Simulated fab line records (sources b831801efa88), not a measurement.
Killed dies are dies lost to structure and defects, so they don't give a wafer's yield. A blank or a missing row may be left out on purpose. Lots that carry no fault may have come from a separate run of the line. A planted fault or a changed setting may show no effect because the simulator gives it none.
Which tool is to blame? | flow sky130 | Sampling: 9 lots, 27 wafers, 5 of 708 route steps

== WHAT THE GAUGES SHOWED, per wafer ==
SKY_VT_ADJUST_HVTR_CD_MEAS_07 targets a cd of 380 nm.
lot  | measured     | on       | cdNm (nm)
L132 | day 9 14:51  | cdSem-01 | 377.5 380.9 380.4
L133 | day 9 18:19  | cdSem-01 | 376.2 377.0 375.4
L134 | day 10 02:41 | cdSem-01 | 378.1 381.2 379.5
L136 | day 10 15:51 | cdSem-01 | 378.6 377.6 379.7
L137 | day 11 01:07 | cdSem-01 | 385.0 385.4 383.8
L143 | day 12 22:28 | cdSem-01 | 382.8 382.1 381.0
L144 | day 13 12:00 | cdSem-02 | 381.6 381.9 380.5
L154 | day 16 04:59 | cdSem-02 | 380.6 379.2 380.1
L155 | day 16 14:22 | cdSem-02 | 378.9 378.9 378.2

SKY_SONOS_TUNNEL_OVL_MEAS_08.
lot  | measured     | on         | SONOS_TUNNEL_OVL (nm)
L132 | day 11 11:15 | overlay-01 | -1.1 -3.0 -3.4
L133 | day 11 16:39 | overlay-02 | -1.4 0.4 1.0
L134 | day 12 00:34 | overlay-01 | -2.0 -0.6 -3.5
L136 | day 12 15:13 | overlay-01 | -0.7 -0.4 -1.9
L137 | day 13 01:57 | overlay-02 | -0.9 1.9 0.6
L143 | day 15 02:42 | overlay-01 | 0.2 0.2 -0.9
L144 | day 15 15:56 | overlay-01 | 2.1 0.5 -0.9
L154 | day 18 16:41 | overlay-01 | -1.3 -1.3 -2.0
L155 | day 19 01:07 | overlay-01 | 0.0 -1.3 1.1

SKY_SONOS_ONO_THK_MEAS_05.
lot  | measured     | on           | SONOS_ONO_CVD_04_THK (nm)
L132 | day 11 17:20 | filmMetro-02 | 5.68 5.79 5.63
L133 | day 11 23:49 | filmMetro-03 | 5.51 5.54 5.57
L134 | day 12 06:53 | filmMetro-01 | 5.77 5.80 5.71
L136 | day 12 19:33 | filmMetro-01 | 5.79 5.84 5.86
L137 | day 13 08:53 | filmMetro-03 | 5.78 5.90 5.71
L143 | day 15 13:34 | filmMetro-01 | 6.16 6.23 6.23 6.17 6.19 6.25
L144 | day 15 21:52 | filmMetro-02 | 6.26 6.18 6.26 6.19 6.19 6.20
L154 | day 18 23:40 | filmMetro-03 | 5.83 5.75 5.69
L155 | day 19 07:35 | filmMetro-03 | 5.74 5.54 5.73

== WHICH TOOL RAN EACH LOT (tool, then ch and the chambers of the sampled wafers, then the start) ==
lot  | SKY_VT_ADJUST_PCH_STRIP_09          | SKY_SONOS_ONO_CVD_04
L132 | plasmaAsher-04 ch 0,1, day 10 12:41 | lpcvd-03 ch 1, day 11 16:05
L133 | plasmaAsher-04 ch 0,1, day 10 16:59 | lpcvd-03 ch 0, day 11 21:57
L134 | plasmaAsher-03 ch 0,1, day 11 00:59 | lpcvd-03 ch 0, day 12 05:38
L136 | plasmaAsher-03 ch 0,1, day 11 14:59 | lpcvd-03 ch 1, day 12 18:17
L137 | plasmaAsher-02 ch 0,1, day 12 00:51 | lpcvd-03 ch 0, day 13 07:01
L143 | plasmaAsher-02 ch 0,1, day 14 00:29 | lpcvd-03 ch 0, day 15 12:19
L144 | plasmaAsher-03 ch 0,1, day 14 13:53 | lpcvd-03 ch 0, day 15 20:36
L154 | plasmaAsher-02 ch 0,1, day 17 10:40 | lpcvd-03 ch 1, day 18 22:24
L155 | plasmaAsher-03 ch 0, day 17 19:20   | lpcvd-03 ch 0, day 19 06:20
- SKY_VT_ADJUST_PCH_STRIP_09: strips in O2/N2.
- SKY_SONOS_ONO_CVD_04: deposits SiO2 from SiH4/N2O, target thk 5.7199 nm.

== AS READ BY THE TOOLS THEMSELVES (means over the sampled wafers that have a number; for cases with no such wafer, the mark the record gives instead) ==
SKY_VT_ADJUST_PCH_STRIP_09.
lot  | tool           | drypumpMotorCurrentA (A) | oesProductAu (a.u.) | stripTimeToEndpointS (s)
L132 | plasmaAsher-04 | 6.3                      | 0.719               | 36.76
L133 | plasmaAsher-04 | 6.3                      | 0.730               | 36.97
L134 | plasmaAsher-03 | 5.8                      | 0.724               | 36.86
L136 | plasmaAsher-03 | 5.7                      | 0.723               | 36.85
L137 | plasmaAsher-02 | 5.2                      | 0.721               | 37.09
L143 | plasmaAsher-02 | 5.7                      | 0.724               | 36.90
L144 | plasmaAsher-03 | 5.6                      | 0.722               | 36.79
L154 | plasmaAsher-02 | 5.7                      | 0.718               | 36.92
L155 | plasmaAsher-03 | 5.5                      | 0.725               | 36.99

SKY_SONOS_ONO_CVD_04.
lot  | tool     | pressureMtorr (mTorr) | spikeTcCentreC (C)
L132 | lpcvd-03 | 400.0                 | 898.5
L133 | lpcvd-03 | 399.3                 | 898.7
L134 | lpcvd-03 | 400.1                 | 899.2
L136 | lpcvd-03 | 399.9                 | 897.5
L137 | lpcvd-03 | 399.3                 | 899.2
L143 | lpcvd-03 | 480.9                 | 898.9
L144 | lpcvd-03 | 481.3                 | 899.8
L154 | lpcvd-03 | 401.4                 | 898.5
L155 | lpcvd-03 | 400.5                 | 899.9

== THE ANSWER, worked out from the rows above alone ==
Rule: what is usual is taken from the lots themselves. Put in order of their means at a reading, lots are off if they are a third of the lots or fewer, leave a main group of 4 or more, and stand apart from it by a gap of 3 or more times the standard deviation of the main group's means; of several such gaps the widest counts. A main group whose means are all the same, to the digits that the tables above print for the reading, isn't used. A lot without any number at a reading at which 4 lots or more have one is off too. Any other lot the step has rows for is counted as sound. First the gauges in route order, then the tools' own readings, where a lot's mean is used as printed above. At the first step where some lot is off, the reading lying furthest off is the one used; lots without a number count as furthest.
Off: L143, L144, at SKY_SONOS_ONO_THK_MEAS_05 (SONOS_ONO_CVD_04_THK). The main group has a mean of 5.72 nm with a standard deviation of 0.09.
If a tool, at a process step before that reading, ran all the lots that are off and no sound lot after the first of them, it fits. Not tried: the gauges at SKY_SONOS_ONO_THK_MEAS_05; whatever is off there is also off at SKY_SONOS_ONO_CVD_04, on other tools, and gauge error can't account for it. No candidate that was tried fits.

== WHAT THE SIMULATOR HAD PUT IN ==
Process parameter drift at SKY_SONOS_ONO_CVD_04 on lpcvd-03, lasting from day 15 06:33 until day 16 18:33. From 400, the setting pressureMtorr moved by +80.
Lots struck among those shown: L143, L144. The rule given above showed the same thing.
